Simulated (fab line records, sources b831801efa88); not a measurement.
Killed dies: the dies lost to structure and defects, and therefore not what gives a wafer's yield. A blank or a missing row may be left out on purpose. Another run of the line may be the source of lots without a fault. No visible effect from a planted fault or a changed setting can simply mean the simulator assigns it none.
fab line records ; flow sky130
record: lots: 12; wafers: 35; last_day: 51
route steps=708 shown VIA3@585 METAL4@602 VIA4@639
lots that met no fault: from a run of the same line without faults
start_h: hours from the record's opening day to when the first of the lot's shown wafers began ; wait_h: hours since the lot's step before ; " the same as in the row above ; L1.1+2: one row covering several wafers at once ; - no value present, or no start provided ; * or withheld: withheld ; < > ~ a bound
route shown NAME@n: names a module that has steps shown in the file, with the first one's number in the route ; usual: the fault-free wafers' mean and standard deviation ; same: alike in all rows ; chamber/n: place in a boat ; sites: per-site readings ; _std_site: their standard deviation ; _edge_site: outer sites' mean less inner sites' ; radius_mm: for every site, how far away it sits from the centre of the wafer ; mask NAME#n: copy n ; behind: the last tool/chamber to shape the wafer ; hold: the reason the lot was held/the length of the hold in hours/how it ended ; device: which transistor (n, p or np) failed to switch ; end of line: the route-end tests of the same wafers ; a step given without rows: its recipe and nothing more ; killed: the dies lost at the first sort to structure and to defects; this is not the yield of the wafer ; map: shows each die of a wafer: x if killed, . if not, _ if none is there
set.NAME: the setting that was run; set.NAME@STEP: the one run at that earlier step ; model.NAME: the simulator's own value behind a step, which no gauge read
the route's steps for a sample of lots (tables are steps, rows are wafers)
services: the hour from which a tool's chamber was out of use, counted from the record's first day as start_h (under 0 if before that day), plus the number of hours and why
== steps ==
step: SKY_VIA3_CD_MEAS_12
recipe: target_cd_nm: 200
usual: cd_nm: 199.7/1.5
lot.wafer;tool;chamber;start_h;wait_h;cd_nm
L540.2;cd_sem-01;-;952.40;-;200.8
L540.3;cd_sem-01;-;952.40;-;201.4
L540.4;cd_sem-01;-;952.40;-;202.4
L541.1;cd_sem-02;-;965.18;-;198.9
L541.4;cd_sem-02;-;965.18;-;199.0
L541.6;cd_sem-02;-;965.18;-;199.4
L545.1;cd_sem-01;-;984.98;-;200.1
L545.3;cd_sem-01;-;984.98;-;199.5
L545.6;cd_sem-01;-;984.98;-;200.9
L546.1;cd_sem-02;-;998.12;-;196.9
L546.2;cd_sem-02;-;998.12;-;198.5
L546.3;cd_sem-02;-;998.12;-;197.6
L548.1;cd_sem-02;-;1003.79;-;201.1
L548.3;cd_sem-02;-;1003.79;-;200.0
L555.3;cd_sem-02;-;1054.52;-;197.8
L555.4;cd_sem-02;-;1054.52;-;197.6
L555.5;cd_sem-02;-;1054.52;-;198.4
L556.2;cd_sem-02;-;1057.26;-;199.4
L556.3;cd_sem-02;-;1057.26;-;198.3
L556.4;cd_sem-02;-;1057.26;-;199.0
L557.3;cd_sem-01;-;1067.86;-;197.6
L557.5;cd_sem-01;-;1067.86;-;199.4
L557.6;cd_sem-01;-;1067.86;-;200.2
L558.3;cd_sem-02;-;1072.77;-;199.9
L558.4;cd_sem-02;-;1072.77;-;199.3
L558.5;cd_sem-02;-;1072.77;-;199.5
L559.4;cd_sem-02;-;1080.69;-;199.9
L559.5;cd_sem-02;-;1080.69;-;200.2
L559.6;cd_sem-02;-;1080.69;-;200.5
L561.1;cd_sem-02;-;1084.97;-;201.1
L561.5;cd_sem-02;-;1084.97;-;201.0
L561.6;cd_sem-02;-;1084.97;-;201.1
L562.1;cd_sem-02;-;1092.64;-;198.5
L562.3;cd_sem-02;-;1092.64;-;201.3
L562.4;cd_sem-02;-;1092.64;-;199.8
step: SKY_METAL4_SPUTTER_04
recipe: material: TiN; target_thk_nm: 70; power_w: 6500; time_s: 58.3; chamber_pressure_pa: 0.4
usual: cathode_dc_power_W: 6500.2/1.1; throttle_valve_pct: 29.8/1.3
same: time_s: 58.3
lot.wafer;tool;chamber;start_h;wait_h;cathode_dc_power_W;throttle_valve_pct
L540.2;pvd_sputter-01;-;954.03;0.0;6503.1;31.8
L540.3;pvd_sputter-01;-;954.03;0.0;6500.5;31.4
L540.4;pvd_sputter-01;-;954.03;0.0;6500.5;31.6
L541.1;pvd_sputter-04;-;966.80;0.0;6499.2;30.6
L541.4;pvd_sputter-04;-;966.80;0.0;6501.2;28.2
L541.6;pvd_sputter-04;-;966.80;0.0;6499.7;30.4
L545.1;pvd_sputter-04;-;986.60;0.0;6501.5;28.4
L545.3;pvd_sputter-04;-;986.60;0.0;6500.6;28.0
L545.6;pvd_sputter-04;-;986.60;0.0;6499.0;28.1
L546.1;pvd_sputter-04;-;999.73;0.0;6499.9;28.6
L546.2;pvd_sputter-04;-;999.73;0.0;6501.0;27.9
L546.3;pvd_sputter-04;-;999.73;0.0;6500.5;30.7
L548.1;pvd_sputter-04;-;1005.41;0.0;6499.7;30.6
L548.3;pvd_sputter-04;-;1005.41;0.0;6500.0;28.2
L555.3;pvd_sputter-01;-;1056.10;0.0;6499.5;31.3
L555.4;pvd_sputter-01;-;1056.10;0.0;6499.8;31.6
L555.5;pvd_sputter-01;-;1056.10;0.0;6497.9;32.0
L556.2;pvd_sputter-04;-;1058.86;0.0;6499.5;29.8
L556.3;pvd_sputter-04;-;1058.86;0.0;6499.7;28.6
L556.4;pvd_sputter-04;-;1058.86;0.0;6497.9;30.7
L557.3;pvd_sputter-03;-;1069.44;0.0;6497.5;28.8
L557.5;pvd_sputter-03;-;1069.44;0.0;6499.5;30.0
L557.6;pvd_sputter-03;-;1069.44;0.0;6500.9;29.1
L558.3;pvd_sputter-01;-;1074.35;0.0;6499.8;31.4
L558.4;pvd_sputter-01;-;1074.35;0.0;6499.6;31.2
L558.5;pvd_sputter-01;-;1074.35;0.0;6500.0;31.5
L559.4;pvd_sputter-03;-;1082.25;0.0;6501.2;30.7
L559.5;pvd_sputter-03;-;1082.25;0.0;6498.7;30.9
L559.6;pvd_sputter-03;-;1082.25;0.0;6500.8;28.4
L561.1;pvd_sputter-01;-;1086.58;0.0;6501.5;32.1
L561.5;pvd_sputter-01;-;1086.58;0.0;6500.3;31.2
L561.6;pvd_sputter-01;-;1086.58;0.0;6499.9;31.9
L562.1;pvd_sputter-04;-;1094.29;0.0;6500.9;29.7
L562.3;pvd_sputter-04;-;1094.29;0.0;6501.6;27.8
L562.4;pvd_sputter-04;-;1094.29;0.0;6498.6;27.9
step: SKY_METAL4_ETCH_17
recipe: target: SiO2; stop_on: TiN; chemistry: C4F8/O2/Ar; source_w: 1500; bias_w: 1200; pressure_mtorr: 40; c4f8_flow_sccm: withheld; O2_flow_sccm: 6; Ar_flow_sccm: 300; time_s: 3.9; target_depth_a: 150
usual: chamber_pressure_mTorr: 40.00/0.036; oes_product_au: 0.754/0.0087; rf_fwd_power_W: 1471/8.2
same: time_s: 3.9
lot.wafer;tool;chamber;start_h;wait_h;chamber_pressure_mTorr;oes_product_au;rf_fwd_power_W;rf_hours_counter_h
L540.2;rie_diel-04;2;1004.40;0.1;39.98;0.751;1479;15
L540.3;rie_diel-04;3;1004.40;0.1;39.99;0.751;1463;21
L540.4;rie_diel-04;1;1004.40;0.1;39.98;0.769;1467;3
L541.1;rie_diel-03;2;1017.26;0.2;39.96;0.733;1481;13
L541.4;rie_diel-03;0;1017.26;0.2;40.00;0.745;1457;26
L541.6;rie_diel-03;2;1017.26;0.2;40.06;0.754;1477;-
L545.1;rie_diel-04;0;1034.10;0.1;40.07;0.738;1475;17
L545.3;rie_diel-04;2;1034.10;0.1;39.99;0.752;1485;16
L545.6;rie_diel-04;1;1034.10;0.1;40.02;0.757;1468;-
L546.1;rie_diel-04;1;1047.43;0.1;40.07;0.744;1468;5
L546.2;rie_diel-04;3;1047.43;0.1;39.98;0.751;1460;22
L546.3;rie_diel-04;0;1047.43;0.1;40.01;0.755;1477;17
L548.1;rie_diel-04;3;1053.13;0.1;39.95;0.756;1472;23
L548.3;rie_diel-04;1;1053.13;0.1;40.03;0.764;1471;5
L555.3;rie_diel-04;2;1100.03;0.0;40.06;0.753;1475;17
L555.4;rie_diel-04;1;1100.03;0.0;40.03;0.776;1467;6
L555.5;rie_diel-04;2;1100.03;0.0;39.94;0.747;1478;-
L556.2;rie_diel-02;1;1102.98;0.1;39.99;0.752;1477;16
L556.3;rie_diel-02;0;1102.98;0.1;40.02;0.749;1464;26
L556.4;rie_diel-02;2;1102.98;0.1;39.99;0.759;1484;23
L557.3;rie_diel-02;2;1113.68;0.0;40.03;0.756;1483;23
L557.5;rie_diel-02;3;1113.68;0.0;40.01;0.760;1472;-
L557.6;rie_diel-02;2;1113.68;0.0;40.03;0.770;1474;-
L558.3;rie_diel-02;2;1118.13;0.0;39.95;0.755;1479;23
L558.4;rie_diel-02;3;1118.13;0.0;40.03;0.756;1478;12
L558.5;rie_diel-02;1;1118.13;0.0;39.91;0.761;1472;-
L559.4;rie_diel-03;2;1126.02;0.0;39.95;0.747;1475;17
L559.5;rie_diel-03;3;1126.02;0.0;40.00;0.762;1464;-
L559.6;rie_diel-03;0;1126.02;0.0;39.96;0.751;1458;-
L561.1;rie_diel-04;2;1128.88;0.1;40.03;0.763;1492;18
L561.5;rie_diel-04;3;1128.88;0.1;39.99;0.775;1471;-
L561.6;rie_diel-04;0;1128.88;0.1;40.00;0.758;1472;-
L562.1;rie_diel-04;0;1137.15;0.1;39.99;0.750;1471;20
L562.3;rie_diel-04;1;1137.15;0.1;40.06;0.748;1458;7
L562.4;rie_diel-04;3;1137.15;0.1;39.99;0.756;1464;0
step: SKY_VIA4_HDPCVD_00
recipe: material: SiO2; target_thk_nm: 1750; sigma_open_frac: 0.3; time_s: 291.7; temp_c: 400; sih4_flow_sccm: 60; pressure_mtorr: 6
usual: run_length_s: 319.5/0.66
lot.wafer;tool;chamber;start_h;wait_h;run_length_s
L540.2;hdpcvd-02;2;1005.19;0.0;319.3
L540.3;hdpcvd-02;0;1005.19;0.0;318.4
L540.4;hdpcvd-02;0;1005.19;0.0;318.5
L541.1;hdpcvd-02;0;1018.08;0.0;318.5
L541.4;hdpcvd-02;1;1018.08;0.0;320.4
L541.6;hdpcvd-02;0;1018.08;0.0;318.8
L545.1;hdpcvd-02;0;1034.89;0.0;392.1
L545.3;hdpcvd-02;2;1034.89;0.0;318.7
L545.6;hdpcvd-02;1;1034.89;0.0;319.9
L546.1;hdpcvd-02;1;1048.22;0.0;393.7
L546.2;hdpcvd-02;2;1048.22;0.0;319.1
L546.3;hdpcvd-02;0;1048.22;0.0;318.4
L548.1;hdpcvd-02;0;1053.98;0.0;391.5
L548.3;hdpcvd-02;1;1053.98;0.0;320.0
L555.3;hdpcvd-01;0;1100.82;0.0;320.2
L555.4;hdpcvd-01;1;1100.82;0.0;319.9
L555.5;hdpcvd-01;0;1100.82;0.0;319.8
L556.2;hdpcvd-01;1;1103.77;0.0;319.4
L556.3;hdpcvd-01;2;1103.77;0.0;319.2
L556.4;hdpcvd-01;0;1103.77;0.0;320.2
L557.3;hdpcvd-01;0;1114.64;0.0;320.3
L557.5;hdpcvd-01;1;1114.64;0.0;319.4
L557.6;hdpcvd-01;0;1114.64;0.0;320.0
L558.3;hdpcvd-02;0;1119.03;0.0;318.5
L558.4;hdpcvd-02;1;1119.03;0.0;320.0
L558.5;hdpcvd-02;0;1119.03;0.0;318.6
L559.4;hdpcvd-02;1;1127.08;0.1;320.2
L559.5;hdpcvd-02;2;1127.08;0.1;318.9
L559.6;hdpcvd-02;0;1127.08;0.1;318.4
L561.1;hdpcvd-02;1;1129.67;0.0;320.4
L561.5;hdpcvd-02;0;1129.67;0.0;318.6
L561.6;hdpcvd-02;2;1129.67;0.0;319.1
L562.1;hdpcvd-01;1;1137.95;0.0;319.6
L562.3;hdpcvd-01;0;1137.95;0.0;320.1
L562.4;hdpcvd-01;0;1137.95;0.0;319.9
step: SKY_VIA4_THK_MEAS_01
recipe: reads: SiO2_of_VIA4_HDPCVD_00
usual: VIA4_HDPCVD_THK: 1753/22
lot.wafer;tool;chamber;start_h;wait_h;VIA4_HDPCVD_THK[nm]
L540.2;film_metro-03;-;1005.38;0.1;1746
L540.3;film_metro-03;-;1005.38;0.1;1767
L540.4;film_metro-03;-;1005.38;0.1;1761
L541.1;film_metro-04;-;1018.35;0.2;1756
L541.4;film_metro-04;-;1018.35;0.2;1778
L541.6;film_metro-04;-;1018.35;0.2;1780
L545.1;film_metro-01;-;1035.07;0.1;2215
L545.3;film_metro-01;-;1035.07;0.1;1785
L545.6;film_metro-01;-;1035.07;0.1;1776
L546.1;film_metro-01;-;1048.40;0.1;2215
L546.2;film_metro-01;-;1048.40;0.1;1755
L546.3;film_metro-01;-;1048.40;0.1;1761
L548.1;film_metro-04;-;1054.16;0.1;2214
L548.3;film_metro-04;-;1054.16;0.1;1764
L555.3;film_metro-03;-;1101.02;0.1;1763
L555.4;film_metro-03;-;1101.02;0.1;1731
L555.5;film_metro-03;-;1101.02;0.1;1763
L556.2;film_metro-04;-;1103.96;0.1;1738
L556.3;film_metro-04;-;1103.96;0.1;1720
L556.4;film_metro-04;-;1103.96;0.1;1774
L557.3;film_metro-01;-;1114.84;0.1;1807
L557.5;film_metro-01;-;1114.84;0.1;1760
L557.6;film_metro-01;-;1114.84;0.1;1785
L558.3;film_metro-04;-;1119.22;0.1;1761
L558.4;film_metro-04;-;1119.22;0.1;1775
L558.5;film_metro-04;-;1119.22;0.1;1772
L559.4;film_metro-04;-;1127.20;0.0;1729
L559.5;film_metro-04;-;1127.20;0.0;1749
L559.6;film_metro-04;-;1127.20;0.0;1723
L561.1;film_metro-01;-;1129.85;0.1;1745
L561.5;film_metro-01;-;1129.85;0.1;1745
L561.6;film_metro-01;-;1129.85;0.1;1749
L562.1;film_metro-03;-;1138.13;0.1;1740
L562.3;film_metro-03;-;1138.13;0.1;1766
L562.4;film_metro-03;-;1138.13;0.1;1775
== services ==
tool;chamber;start_h;hours;kind
rie_diel-02;-;933.12;15.6;pm
rie_diel-04;3;933.68;3.7;repair
rie_diel-03;-;937.15;0.2;repair
hdpcvd-02;-;950.25;15.0;pm
pvd_sputter-04;-;950.92;4.6;repair
pvd_sputter-01;-;962.29;24.6;repair
rie_diel-03;0;964.81;14.7;repair
rie_diel-02;-;975.92;2.8;pm
hdpcvd-02;-;981.47;1.0;repair
pvd_sputter-03;-;987.38;2.8;repair
rie_diel-02;3;991.73;4.1;repair
hdpcvd-02;2;1014.13;6.5;repair
pvd_sputter-04;-;1026.40;2.1;repair
rie_diel-03;0;1028.73;6.4;repair
hdpcvd-02;-;1041.89;6.0;pm
rie_diel-04;3;1053.67;3.0;repair
rie_diel-02;-;1065.08;0.6;repair
hdpcvd-02;1;1070.26;4.8;repair
rie_diel-04;-;1071.63;2.8;pm
hdpcvd-01;0;1076.46;8.0;repair
hdpcvd-02;-;1080.51;1.0;repair
hdpcvd-01;-;1082.22;6.0;pm
rie_diel-04;1;1130.31;5.7;repair
pvd_sputter-04;-;1130.77;2.8;repair
== key ==
first_sign: step: SKY_VIA4_HDPCVD_00; reading: run_length_s; direction: up; sigmas: 99+; usual: *; struck: *
effect: step: SKY_VIA4_THK_MEAS_01; reading: VIA4_HDPCVD_THK; direction: up; sigmas: 21; usual: 1753; struck: 2214
met_at SKY_VIA4_HDPCVD_00
struck_lots L545,L546,L548
struck_wafers L545.1,L546.1,L548.1
not_acting_at SKY_VIA3_CD_MEAS_12,SKY_METAL4_SPUTTER_04,SKY_METAL4_ETCH_17
onset_between 1018.08 1034.89
fault: kind: process_parameter_drift; tool: hdpcvd-02; chamber: -; onset_h: 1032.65; steps: SKY_VIA4_HDPCVD_00; channel: time_s; offset: *; shape: step; end_h: 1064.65; scope: struck_wafers_only; acts_in: *; stated: *
